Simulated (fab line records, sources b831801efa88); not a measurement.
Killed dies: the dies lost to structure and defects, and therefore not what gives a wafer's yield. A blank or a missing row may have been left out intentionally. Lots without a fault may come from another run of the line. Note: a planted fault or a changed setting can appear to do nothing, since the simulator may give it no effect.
Problem report, 8D (eight disciplines) form, completed by code / flow sky130 / the parts of the form that need people (team, actions taken, sign-off) are left out

## 1. PROBLEM STATEMENT
CONTACT_CVD_00_THK at SKY_CONTACT_THK_MEAS_01 reads a mean of 83.9 nm on 1 wafer of 1 lot; wafers without a fault read 75.1 nm with a standard deviation of 1. Measured from the usual mean, that is +8.8 standard deviations.
Earliest sighting: wafer L908.6 on filmMetro-01 at day 36 14:55. Wafers with a number at this step in the record: 15, from 5 lots. The rule behind "out" and "out of limits": a value lying over 4 standard deviations away from the usual mean. Any other wafer with a number is counted as sound.

## 2. WHAT THIS IS AND IS NOT
question=which readings at this step | is=CONTACT_CVD_00_THK | is not=-
question=which lots | is=L908 | is not=L889, L896, L905, L910
question=which wafers of those lots | is=L908.6 | is not=L908.3, L908.5
question=read on which gauges | is=filmMetro-01 | is not=filmMetro-02, filmMetro-03
question=when | is=from day 36 14:55 | is not=up to then (11 sound wafers); but 3 sound wafers of L910 came after

## 3. THE SUSPECTS, EACH WITH WHAT RULES IT OUT
Counting: if a tool at a process step up to the reading ran every lot that is out, it stays a suspect. Sound lots after the first of them don't rule it out here, since some wafers of a struck lot are sound.
- ruled out: the gauge at SKY_CONTACT_THK_MEAS_01. All the wafers that are out were read on filmMetro-01, but those of them that SKY_CONTACT_ETCH_18 has rows for are out there too, on other tools.
- rieMetal-03 at SKY_LOCAL_INTERCONNECT_METAL_ETCH_14 (etches TiN in Cl2/BCl3, stops on PSG, target depth 110 nm, time 31.4 s): kept. It ran the lot that is out, L908 (day 36 14:14); its last sound lot up to then is L905 (day 35 14:49).
- plasmaAsher-04 at SKY_LOCAL_INTERCONNECT_STRIP_15 (strips in O2/N2): kept. It ran the lot that is out, L908 (day 36 14:18); its last sound lot up to then is L896 (day 32 22:39).
- pecvd-04 at SKY_CONTACT_CVD_00 (deposits Si3N4, target thk 75 nm): kept. It ran the lot that is out, L908 (day 36 14:52); its last sound lot up to then is L896 (day 32 23:14).
- The sound lot-mates ran in chamber 0 of rieMetal-03 at SKY_LOCAL_INTERCONNECT_METAL_ETCH_14, but the wafers that are out ran in chamber 1.
- The sound lot-mates ran in chamber 0 of plasmaAsher-04 at SKY_LOCAL_INTERCONNECT_STRIP_15, but the wafers that are out ran in chamber 1.
- In pecvd-04 at SKY_CONTACT_CVD_00, the wafers that are out were processed in chamber 2 and their sound lot-mates in chambers 0, 1.
After the count, these remain: rieMetal-03 at SKY_LOCAL_INTERCONNECT_METAL_ETCH_14, plasmaAsher-04 at SKY_LOCAL_INTERCONNECT_STRIP_15 and pecvd-04 at SKY_CONTACT_CVD_00.

## 4. THE CAUSE (what the simulator had put in)
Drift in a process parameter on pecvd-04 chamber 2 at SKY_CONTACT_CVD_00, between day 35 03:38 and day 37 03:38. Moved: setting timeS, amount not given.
Of the 3 suspects that counting leaves, this tool is one.

## 5. THE CHAIN OF EFFECTS, in route order
Each row: a reading whose mean over the struck wafers that have a number lies more than 3 standard deviations from the usual. Only readings whose record carries a usual standard deviation are examined. hours: median over the lots of the time between each lot's start at the first step of this table that gives one and its start at this step. sigmas: the change, counted in usual standard deviations.
hours=0; step=SKY_CONTACT_THK_MEAS_01; reading=CONTACT_CVD_00_THK; usual=75.1 nm; on struck wafers=83.9; change=+8.8; sigmas=+8.8
hours=-; step=SKY_CONTACT_ETCH_18; reading=oesProductAu; usual=0.855 a.u.; on struck wafers=0.911; change=+0.056; sigmas=+6.7
Here are the process steps it includes:
- SKY_CONTACT_ETCH_18: etches Si3N4 in CHF3/O2, stops on TiN, time 39 s, target depth 75 nm.
Later steps that measure or inspect, where all struck wafers having a row at the step show a number for every such reading and not one has moved that far: SKY_CONTACT_THK_MEAS_03, SKY_CONTACT_BOW_MEAS_05, SKY_CONTACT_CD_MEAS_14, SKY_CONTACT_OVL_MEAS_15.

## 6. HOW IT WOULD HAVE BEEN CAUGHT EARLIER
Counted from the fault's start at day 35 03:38, it took 35 hours until the first out-of-limits reading at a measuring or inspecting step in this record, taken at day 36 14:55.
No tool reading at SKY_CONTACT_CVD_00 that has a usual standard deviation in the record was out on any struck wafer, so an alarm limit of 4 standard deviations on those readings would not have fired.
By day 36 14:55, every lot that is out (1) had started SKY_CONTACT_CVD_00 on pecvd-04. Had the tool been put on hold then, not one of them would have been saved.
